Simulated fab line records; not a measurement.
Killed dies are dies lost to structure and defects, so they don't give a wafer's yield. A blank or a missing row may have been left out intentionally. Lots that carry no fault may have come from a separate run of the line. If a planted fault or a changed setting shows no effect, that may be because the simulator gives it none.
What tool caused it? | flow sky130 | 13 lots, 38 wafers sampled, at 3 steps of a route of 708

## WHAT THE GAUGES READ, wafer by wafer
SKY_SPACER_THK_MEAS_01.
lot  | measured     | on            | SPACER_CVD_00_THK (nm)
L706 | day 24 01:44 | film_metro-04 | 43.3 43.0 43.2
L707 | day 24 01:43 | film_metro-03 | 43.2 43.4 43.4
L709 | day 24 10:18 | film_metro-03 | 43.3 43.2 43.5
L708 | day 24 14:19 | film_metro-03 | 43.5 43.0 43.1
L710 | day 25 19:19 | film_metro-02 | 43.1 43.2 43.2
L712 | day 26 02:29 | film_metro-03 | 43.2 43.0 43.2
L711 | day 26 03:41 | film_metro-04 | 42.5 42.2 42.4
L715 | day 27 01:44 | film_metro-04 | 42.9 42.9 42.9
L714 | day 27 02:56 | film_metro-04 | 43.2 42.9 43.4
L716 | day 27 10:25 | film_metro-02 | 42.8 42.8 43.1
L717 | day 27 12:41 | film_metro-02 | 42.9 42.8 42.6
L723 | day 29 12:16 | film_metro-03 | 42.7 42.8 43.0
L724 | day 29 23:09 | film_metro-04 | 42.4 42.3

## WHICH TOOL RAN EACH LOT (tool, then ch and the chambers of the sampled wafers, then the start)
lot  | SKY_LDD_HVP_STRIP_09                 | SKY_LDD_LDN_STRIP_12
L706 | plasma_asher-03 ch 0,1, day 22 15:58 | plasma_asher-04 ch 0,1, day 23 22:13
L707 | plasma_asher-02 ch 0,1, day 22 17:13 | plasma_asher-04 ch 0,1, day 23 23:34
L709 | plasma_asher-02 ch 0,1, day 23 02:28 | plasma_asher-03 ch 0,1, day 24 08:53
L708 | plasma_asher-01 ch 0,1, day 23 04:03 | plasma_asher-01 ch 0,1, day 24 10:34
L710 | plasma_asher-03 ch 0,1, day 24 10:52 | plasma_asher-03 ch 0,1, day 25 17:53
L712 | plasma_asher-01 ch 0,1, day 24 18:40 | plasma_asher-04 ch 1, day 26 01:04
L711 | plasma_asher-02 ch 0,1, day 24 19:28 | plasma_asher-04 ch 0,1, day 26 01:22
L715 | plasma_asher-01 ch 0,1, day 25 18:20 | plasma_asher-01 ch 0,1, day 27 00:19
L714 | plasma_asher-02 ch 0,1, day 25 18:52 | plasma_asher-01 ch 0,1, day 27 00:35
L716 | plasma_asher-01 ch 0,1, day 26 03:01 | plasma_asher-04 ch 0,1, day 27 08:59
L717 | plasma_asher-01 ch 0, day 26 04:38   | plasma_asher-04 ch 0,1, day 27 10:26
L723 | plasma_asher-02 ch 0,1, day 28 05:49 | plasma_asher-01 ch 0,1, day 29 10:50
L724 | plasma_asher-03 ch 0, day 28 15:04   | plasma_asher-01 ch 0, day 29 19:53
- SKY_LDD_HVP_STRIP_09: strips in O2/N2.
- SKY_LDD_LDN_STRIP_12: strips in O2/N2.

## WHAT THE TOOLS THEMSELVES READ (means of the sampled wafers that have a number; where no wafer has one, the mark that the record gives instead)
SKY_LDD_HVP_STRIP_09.
lot  | tool            | drypump_motor_current_A (A) | oes_product_au (a.u.) | strip_time_to_endpoint_s (s)
L706 | plasma_asher-03 | 5.59                        | 0.405                 | 4.124
L707 | plasma_asher-02 | 5.78                        | 0.411                 | 4.129
L709 | plasma_asher-02 | 5.76                        | 0.411                 | 4.143
L708 | plasma_asher-01 | 6.00                        | 0.407                 | 4.132
L710 | plasma_asher-03 | 5.55                        | 0.409                 | 4.109
L712 | plasma_asher-01 | 6.11                        | 0.409                 | 4.152
L711 | plasma_asher-02 | 5.81                        | 0.415                 | 4.154
L715 | plasma_asher-01 | 6.12                        | 0.408                 | 4.155
L714 | plasma_asher-02 | 5.77                        | 0.413                 | 4.153
L716 | plasma_asher-01 | 6.00                        | 0.407                 | 4.124
L717 | plasma_asher-01 | 5.90                        | 0.410                 | 4.132
L723 | plasma_asher-02 | 5.82                        | 0.412                 | 4.140
L724 | plasma_asher-03 | 6.07                        | 0.406                 | 4.152

SKY_LDD_LDN_STRIP_12.
lot  | tool            | drypump_motor_current_A (A) | oes_product_au (a.u.) | strip_time_to_endpoint_s (s)
L706 | plasma_asher-04 | 5.85                        | 0.713                 | 14.199
L707 | plasma_asher-04 | 5.95                        | 0.717                 | 14.207
L709 | plasma_asher-03 | 5.58                        | 0.713                 | 14.185
L708 | plasma_asher-01 | 6.12                        | 0.713                 | 14.246
L710 | plasma_asher-03 | 5.82                        | 0.713                 | 14.216
L712 | plasma_asher-04 | 6.05                        | 0.713                 | 14.168
L711 | plasma_asher-04 | 5.84                        | 0.719                 | 14.252
L715 | plasma_asher-01 | 6.02                        | 0.716                 | 14.205
L714 | plasma_asher-01 | 6.11                        | 0.719                 | 14.209
L716 | plasma_asher-04 | 5.93                        | 0.718                 | 14.208
L717 | plasma_asher-04 | 5.97                        | 0.713                 | 14.219
L723 | plasma_asher-01 | 6.00                        | 0.714                 | 14.251
L724 | plasma_asher-01 | 5.90                        | 0.721                 | 14.216

## THE ANSWER, worked out from the rows above alone
Rule: usual is defined by the lots themselves. The widest of any qualifying gaps counts: lots, ordered by their means at a reading, are off when they make up no more than a third of the lots, leave a main group of 4 or more, and stand apart from it by 3 or more times the standard deviation of that group's means. Not used: any main group whose means are identical at the precision the tables above print for the reading. A lot without any number at a reading at which 4 lots or more have one is off too. Any other lot the step has rows for is counted as sound. Order of review: gauges by route order, followed by the tools' own readings, for which a lot's mean as printed above is used. At the first step where some lot is off, the reading lying furthest off is the one used; lots without a number count as furthest.
Across all readings shown, no lot is off: no conclusion can be drawn from this.

## WHAT THE SIMULATOR HAD INSERTED
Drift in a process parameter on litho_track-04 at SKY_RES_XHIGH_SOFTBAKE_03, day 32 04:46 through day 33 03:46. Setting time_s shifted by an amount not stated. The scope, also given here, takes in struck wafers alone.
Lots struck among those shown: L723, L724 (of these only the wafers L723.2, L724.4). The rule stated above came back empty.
